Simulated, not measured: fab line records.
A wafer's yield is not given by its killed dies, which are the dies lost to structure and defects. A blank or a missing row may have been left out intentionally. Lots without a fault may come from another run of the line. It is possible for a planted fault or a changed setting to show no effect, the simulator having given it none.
The tool behind it: which one? :: flow sky130 :: 36 wafers from 12 lots sampled at 4 of the route's 708 steps

== WHAT THE GAUGES SHOWED, per wafer ==
SKY_SONOS_TUNNEL_CD_MEAS_07: the cd target is 410 nm. Usual: cdNm 410.4 nm, standard deviation 2.2.
lot: L990
measured: day 11 23:05
on: cdSem-01
cdNm (nm): 413.1 411.9 412.1
flag: 

lot: L991
measured: day 12 05:41
on: cdSem-02
cdNm (nm): 406.5 405.1 405.9
flag: 

lot: L993
measured: day 13 05:50
on: cdSem-01
cdNm (nm): 409.2 408.4 408.5
flag: 

lot: L994
measured: day 13 06:59
on: cdSem-02
cdNm (nm): 411.3 411.7 410.2
flag: 

lot: L995
measured: day 13 11:32
on: cdSem-01
cdNm (nm): 410.6 409.0 410.2
flag: 

lot: L999
measured: day 14 18:49
on: cdSem-01
cdNm (nm): 392.0 391.0 392.3
flag: OFF

lot: L100
measured: day 15 02:42
on: cdSem-02
cdNm (nm): 412.7 412.5 413.2
flag: 

lot: L101
measured: day 15 09:54
on: cdSem-02
cdNm (nm): 398.1 395.9 399.8
flag: OFF

lot: L106
measured: day 17 02:59
on: cdSem-01
cdNm (nm): 410.8 413.1 410.0
flag: 

lot: L108
measured: day 17 23:14
on: cdSem-02
cdNm (nm): 412.3 408.1 411.1
flag: 

lot: L111
measured: day 18 14:47
on: cdSem-01
cdNm (nm): 409.8 410.4 412.1
flag: 

lot: L110
measured: day 18 15:43
on: cdSem-01
cdNm (nm): 412.2 411.7 411.1
flag: 

SKY_METAL1_OVL_MEAS_16. Usual: METAL1_OVL typically reads -4 nm, with standard deviation 5.8.
lot: L990
measured: day 33 18:59
on: overlay-02
METAL1_OVL (nm): -7 5 -3
flag: 

lot: L991
measured: day 34 07:53
on: overlay-02
METAL1_OVL (nm): -12 5 3
flag: 

lot: L993
measured: day 35 00:01
on: overlay-01
METAL1_OVL (nm): -11 -9 -4
flag: 

lot: L994
measured: day 35 00:37
on: overlay-02
METAL1_OVL (nm): -3 6 6
flag: 

lot: L995
measured: day 35 07:37
on: overlay-01
METAL1_OVL (nm): 3 -6 -1
flag: 

lot: L999
measured: day 36 18:32
on: overlay-02
METAL1_OVL (nm): -7 -9 -5
flag: 

lot: L100
measured: day 36 20:31
on: overlay-02
METAL1_OVL (nm): -12 -14 -10
flag: 

lot: L101
measured: day 37 05:04
on: overlay-02
METAL1_OVL (nm): -4 -2 -2
flag: 

lot: L106
measured: day 38 14:35
on: overlay-02
METAL1_OVL (nm): 5 -4 -1
flag: 

lot: L108
measured: day 39 08:09
on: overlay-02
METAL1_OVL (nm): 10 8 7
flag: 

lot: L111
measured: day 40 00:16
on: overlay-01
METAL1_OVL (nm): -6 -11 -15
flag: 

lot: L110
measured: day 39 20:28
on: overlay-02
METAL1_OVL (nm): -5 -1 -8
flag: 

SKY_VIA2_OVL_MEAS_13. Usual: VIA2_OVL typically reads 0 nm, with standard deviation 5.2.
lot: L990
measured: day 37 07:40
on: overlay-01
VIA2_OVL (nm): 1 0 2
flag: 

lot: L991
measured: day 37 20:41
on: overlay-01
VIA2_OVL (nm): -3 8 8
flag: 

lot: L993
measured: day 38 12:15
on: overlay-01
VIA2_OVL (nm): -2 4 1
flag: 

lot: L994
measured: day 38 13:35
on: overlay-01
VIA2_OVL (nm): 2 0 3
flag: 

lot: L995
measured: day 38 19:14
on: overlay-02
VIA2_OVL (nm): -8 -1 0
flag: 

lot: L999
measured: day 40 04:26
on: overlay-01
VIA2_OVL (nm): -1 -6 -2
flag: 

lot: L100
measured: day 40 06:47
on: overlay-01
VIA2_OVL (nm): -2 3 4
flag: 

lot: L101
measured: day 40 16:01
on: overlay-01
VIA2_OVL (nm): 7 6 3
flag: 

lot: L106
measured: day 41 21:44
on: overlay-02
VIA2_OVL (nm): -3 -1 -3
flag: 

lot: L108
measured: day 42 15:07
on: overlay-01
VIA2_OVL (nm): -1 -2 -2
flag: 

lot: L111
measured: day 43 05:33
on: overlay-02
VIA2_OVL (nm): -4 5 5
flag: 

lot: L110
measured: day 43 01:43
on: overlay-01
VIA2_OVL (nm): 1 -1 4
flag: 

== WHICH TOOL RAN EACH LOT (tool, then ch and the chambers of the sampled wafers, then the start) ==
lot: L990
SKY_SONOS_TUNNEL_EXPOSE_04: ilineStepper-01 ch 0, day 11 10:55

lot: L991
SKY_SONOS_TUNNEL_EXPOSE_04: ilineStepper-01 ch 0, day 11 17:58

lot: L993
SKY_SONOS_TUNNEL_EXPOSE_04: ilineStepper-01 ch 0, day 12 17:47

lot: L994
SKY_SONOS_TUNNEL_EXPOSE_04: ilineStepper-01 ch 0, day 12 19:06

lot: L995
SKY_SONOS_TUNNEL_EXPOSE_04: ilineStepper-02 ch 0, day 13 00:07

lot: L999
SKY_SONOS_TUNNEL_EXPOSE_04: ilineStepper-02 ch 0, day 14 05:47

lot: L100
SKY_SONOS_TUNNEL_EXPOSE_04: ilineStepper-01 ch 0, day 14 12:58

lot: L101
SKY_SONOS_TUNNEL_EXPOSE_04: ilineStepper-02 ch 0, day 14 20:16

lot: L106
SKY_SONOS_TUNNEL_EXPOSE_04: ilineStepper-01 ch 0, day 16 12:57

lot: L108
SKY_SONOS_TUNNEL_EXPOSE_04: ilineStepper-01 ch 0, day 17 08:00

lot: L111
SKY_SONOS_TUNNEL_EXPOSE_04: ilineStepper-01 ch 0, day 18 00:34

lot: L110
SKY_SONOS_TUNNEL_EXPOSE_04: ilineStepper-01 ch 0, day 18 00:54
- SKY_SONOS_TUNNEL_EXPOSE_04: exposes mask TUNM, target cd 410 nm.

== WHAT THE TOOLS THEMSELVES READ (means of the sampled wafers that have a number; where no wafer has one, the mark that the record gives instead) ==
SKY_SONOS_TUNNEL_EXPOSE_04. Usual: exposureDoseMJCm2 136.01, standard deviation 0.14; focusOffsetNm 0.0 nm, standard deviation 0.6.
lot: L990
tool: ilineStepper-01
exposureDoseMJCm2: 136.08
focusOffsetNm (nm): 0.3
flag: 

lot: L991
tool: ilineStepper-01
exposureDoseMJCm2: 136.06
focusOffsetNm (nm): 0.5
flag: 

lot: L993
tool: ilineStepper-01
exposureDoseMJCm2: 136.03
focusOffsetNm (nm): -1.0
flag: 

lot: L994
tool: ilineStepper-01
exposureDoseMJCm2: 135.79
focusOffsetNm (nm): -0.6
flag: 

lot: L995
tool: ilineStepper-02
exposureDoseMJCm2: 135.94
focusOffsetNm (nm): -0.2
flag: 

lot: L999
tool: ilineStepper-02
exposureDoseMJCm2: 126.73
focusOffsetNm (nm): 0.3
flag: OFF

lot: L100
tool: ilineStepper-01
exposureDoseMJCm2: 136.24
focusOffsetNm (nm): 0.2
flag: 

lot: L101
tool: ilineStepper-02
exposureDoseMJCm2: 128.59
focusOffsetNm (nm): 0.5
flag: OFF

lot: L106
tool: ilineStepper-01
exposureDoseMJCm2: 136.08
focusOffsetNm (nm): -0.1
flag: 

lot: L108
tool: ilineStepper-01
exposureDoseMJCm2: 136.03
focusOffsetNm (nm): 0.8
flag: 

lot: L111
tool: ilineStepper-01
exposureDoseMJCm2: 136.03
focusOffsetNm (nm): -0.9
flag: 

lot: L110
tool: ilineStepper-01
exposureDoseMJCm2: 135.82
focusOffsetNm (nm): -0.2
flag: 

== THE ANSWER, worked out from the rows above alone ==
Rule: lot off if the mean of its wafers having a number is beyond 3 standard deviations from the usual mean. A lot without any number at a reading at which 4 lots or more have one is off too. All remaining lots with rows at the step are treated as sound. After the gauges, taken in route order, come the tools' own readings; for these a lot's mean is taken, as printed above. The first step at which some lot is off is used, and at that step the reading that is off furthest; a lot without a number counts as furthest.
Off: L999, L101, at SKY_SONOS_TUNNEL_CD_MEAS_07 (cdNm).
A tool fits if, at a process step before that reading, it ran every lot that is off, and no sound lot after the first of them. Not tried: the gauges at SKY_SONOS_TUNNEL_CD_MEAS_07; whatever is off there is also off at SKY_SONOS_TUNNEL_EXPOSE_04, on other tools, and gauge error can't account for it. One candidate fits, namely ilineStepper-02 at SKY_SONOS_TUNNEL_EXPOSE_04. Its last sound lot is L995 (day 13 00:07), its first lot that is off L999 (day 14 05:47): a fault that began between those two fits.
The tool's own readings at SKY_SONOS_TUNNEL_EXPOSE_04 bear it out: on the lots that are off they differ by more than 5 times the standard deviation of the sound lots' means. exposureDoseMJCm2 reads 127.66 there against 136.01 on the sound lots.

== WHAT WAS PUT IN BY THE SIMULATOR ==
Process parameters drifting: ilineStepper-02 at SKY_SONOS_TUNNEL_EXPOSE_04, beginning at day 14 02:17. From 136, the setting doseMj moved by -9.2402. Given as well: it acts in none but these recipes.
Shown lots that were struck: L999, L101. The same result came from the rule above.
